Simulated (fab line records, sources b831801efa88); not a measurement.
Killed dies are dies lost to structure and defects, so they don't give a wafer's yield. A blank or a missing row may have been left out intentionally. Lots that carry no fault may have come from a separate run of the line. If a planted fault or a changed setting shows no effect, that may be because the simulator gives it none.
Split-lot trial || flow gf180mcu || 23 wafers read across 5 lots, on a route 602 steps long

## THE SPLIT
At GF_V4_SPUTTER_21 (material Ti, target thk 15 nm, time 80.02 s), the setting chamberPressurePa was moved away from the recipe's 5 Pa on 20 of the 23 wafers read, by -14.0% to +9.6%. For the rest of the wafers, this setting stayed at what the recipe calls for.

Reading taken at the split's own step.

## THE READING
Ti_of_V4_SPUTTER_21.thkNm (the simulator's own value, which no gauge read), in nm, at GF_V4_SPUTTER_21 (material Ti, target thk 15 nm, time 80.02 s). No usual value for it is given in the file. Here, 3 wafers ran the recipe; their average is 15.00 nm with a standard deviation of 0.13 nm.

{"wafer": "L074.1", "tool, chamber at the split": "pvdSputter-03, -", "chamberPressurePa as run, Pa": 4.299, "against the recipe": "-14.0%", "Ti_of_V4_SPUTTER_21.thkNm, nm": 16.84, "against lot-mates on the recipe": "no lot-mate on the recipe"}
{"wafer": "L074.2", "tool, chamber at the split": "pvdSputter-03, -", "chamberPressurePa as run, Pa": 4.299, "against the recipe": "-14.0%", "Ti_of_V4_SPUTTER_21.thkNm, nm": 16.7, "against lot-mates on the recipe": "no lot-mate on the recipe"}
{"wafer": "L074.3", "tool, chamber at the split": "pvdSputter-03, -", "chamberPressurePa as run, Pa": 4.299, "against the recipe": "-14.0%", "Ti_of_V4_SPUTTER_21.thkNm, nm": 17.03, "against lot-mates on the recipe": "no lot-mate on the recipe"}
{"wafer": "L074.5", "tool, chamber at the split": "pvdSputter-03, -", "chamberPressurePa as run, Pa": 4.299, "against the recipe": "-14.0%", "Ti_of_V4_SPUTTER_21.thkNm, nm": 16.74, "against lot-mates on the recipe": "no lot-mate on the recipe"}
{"wafer": "L074.6", "tool, chamber at the split": "pvdSputter-03, -", "chamberPressurePa as run, Pa": 4.299, "against the recipe": "-14.0%", "Ti_of_V4_SPUTTER_21.thkNm, nm": 17.02, "against lot-mates on the recipe": "no lot-mate on the recipe"}
{"wafer": "L075.2", "tool, chamber at the split": "pvdSputter-01, -", "chamberPressurePa as run, Pa": 5, "against the recipe": "recipe", "Ti_of_V4_SPUTTER_21.thkNm, nm": 15.06, "against lot-mates on the recipe": "-"}
{"wafer": "L075.4", "tool, chamber at the split": "pvdSputter-01, -", "chamberPressurePa as run, Pa": 5, "against the recipe": "recipe", "Ti_of_V4_SPUTTER_21.thkNm, nm": 15.12, "against lot-mates on the recipe": "-"}
{"wafer": "L075.5", "tool, chamber at the split": "pvdSputter-01, -", "chamberPressurePa as run, Pa": 5, "against the recipe": "recipe", "Ti_of_V4_SPUTTER_21.thkNm, nm": 14.81, "against lot-mates on the recipe": "-"}
{"wafer": "L082.2", "tool, chamber at the split": "pvdSputter-03, -", "chamberPressurePa as run, Pa": 5.482, "against the recipe": "+9.6%", "Ti_of_V4_SPUTTER_21.thkNm, nm": 13.62, "against lot-mates on the recipe": "no lot-mate on the recipe"}
{"wafer": "L082.3", "tool, chamber at the split": "pvdSputter-03, -", "chamberPressurePa as run, Pa": 5.482, "against the recipe": "+9.6%", "Ti_of_V4_SPUTTER_21.thkNm, nm": 13.47, "against lot-mates on the recipe": "no lot-mate on the recipe"}
{"wafer": "L082.4", "tool, chamber at the split": "pvdSputter-03, -", "chamberPressurePa as run, Pa": 5.482, "against the recipe": "+9.6%", "Ti_of_V4_SPUTTER_21.thkNm, nm": 13.61, "against lot-mates on the recipe": "no lot-mate on the recipe"}
{"wafer": "L082.5", "tool, chamber at the split": "pvdSputter-03, -", "chamberPressurePa as run, Pa": 5.482, "against the recipe": "+9.6%", "Ti_of_V4_SPUTTER_21.thkNm, nm": 13.66, "against lot-mates on the recipe": "no lot-mate on the recipe"}
{"wafer": "L082.6", "tool, chamber at the split": "pvdSputter-03, -", "chamberPressurePa as run, Pa": 5.482, "against the recipe": "+9.6%", "Ti_of_V4_SPUTTER_21.thkNm, nm": 13.57, "against lot-mates on the recipe": "no lot-mate on the recipe"}
{"wafer": "L083.1", "tool, chamber at the split": "pvdSputter-04, -", "chamberPressurePa as run, Pa": 4.553, "against the recipe": "-8.9%", "Ti_of_V4_SPUTTER_21.thkNm, nm": 16.42, "against lot-mates on the recipe": "no lot-mate on the recipe"}
{"wafer": "L083.2", "tool, chamber at the split": "pvdSputter-04, -", "chamberPressurePa as run, Pa": 4.553, "against the recipe": "-8.9%", "Ti_of_V4_SPUTTER_21.thkNm, nm": 16.23, "against lot-mates on the recipe": "no lot-mate on the recipe"}
{"wafer": "L083.3", "tool, chamber at the split": "pvdSputter-04, -", "chamberPressurePa as run, Pa": 4.553, "against the recipe": "-8.9%", "Ti_of_V4_SPUTTER_21.thkNm, nm": 16.35, "against lot-mates on the recipe": "no lot-mate on the recipe"}
{"wafer": "L083.4", "tool, chamber at the split": "pvdSputter-04, -", "chamberPressurePa as run, Pa": 4.553, "against the recipe": "-8.9%", "Ti_of_V4_SPUTTER_21.thkNm, nm": 16.17, "against lot-mates on the recipe": "no lot-mate on the recipe"}
{"wafer": "L083.5", "tool, chamber at the split": "pvdSputter-04, -", "chamberPressurePa as run, Pa": 4.553, "against the recipe": "-8.9%", "Ti_of_V4_SPUTTER_21.thkNm, nm": 16.32, "against lot-mates on the recipe": "no lot-mate on the recipe"}
{"wafer": "L085.1", "tool, chamber at the split": "pvdSputter-03, -", "chamberPressurePa as run, Pa": 4.809, "against the recipe": "-3.8%", "Ti_of_V4_SPUTTER_21.thkNm, nm": 15.19, "against lot-mates on the recipe": "no lot-mate on the recipe"}
{"wafer": "L085.2", "tool, chamber at the split": "pvdSputter-03, -", "chamberPressurePa as run, Pa": 4.809, "against the recipe": "-3.8%", "Ti_of_V4_SPUTTER_21.thkNm, nm": 15.55, "against lot-mates on the recipe": "no lot-mate on the recipe"}
{"wafer": "L085.3", "tool, chamber at the split": "pvdSputter-03, -", "chamberPressurePa as run, Pa": 4.809, "against the recipe": "-3.8%", "Ti_of_V4_SPUTTER_21.thkNm, nm": 15.26, "against lot-mates on the recipe": "no lot-mate on the recipe"}
{"wafer": "L085.5", "tool, chamber at the split": "pvdSputter-03, -", "chamberPressurePa as run, Pa": 4.809, "against the recipe": "-3.8%", "Ti_of_V4_SPUTTER_21.thkNm, nm": 15.22, "against lot-mates on the recipe": "no lot-mate on the recipe"}
{"wafer": "L085.6", "tool, chamber at the split": "pvdSputter-03, -", "chamberPressurePa as run, Pa": 4.809, "against the recipe": "-3.8%", "Ti_of_V4_SPUTTER_21.thkNm, nm": 15.3, "against lot-mates on the recipe": "no lot-mate on the recipe"}

THE FIT
A straight line over all 23 wafers: Ti_of_V4_SPUTTER_21.thkNm changes by -0.14 nm for each +1% of chamberPressurePa; r = -0.99; the points scatter about the line by 0.16 nm.
Too few moved wafers with a lot-mate on the recipe to fit a line net of each lot's own level.

## FILE'S OWN FIT
Ti_of_V4_SPUTTER_21.thkNm changes by -0.14 nm for each +1% of chamberPressurePa, r = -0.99.
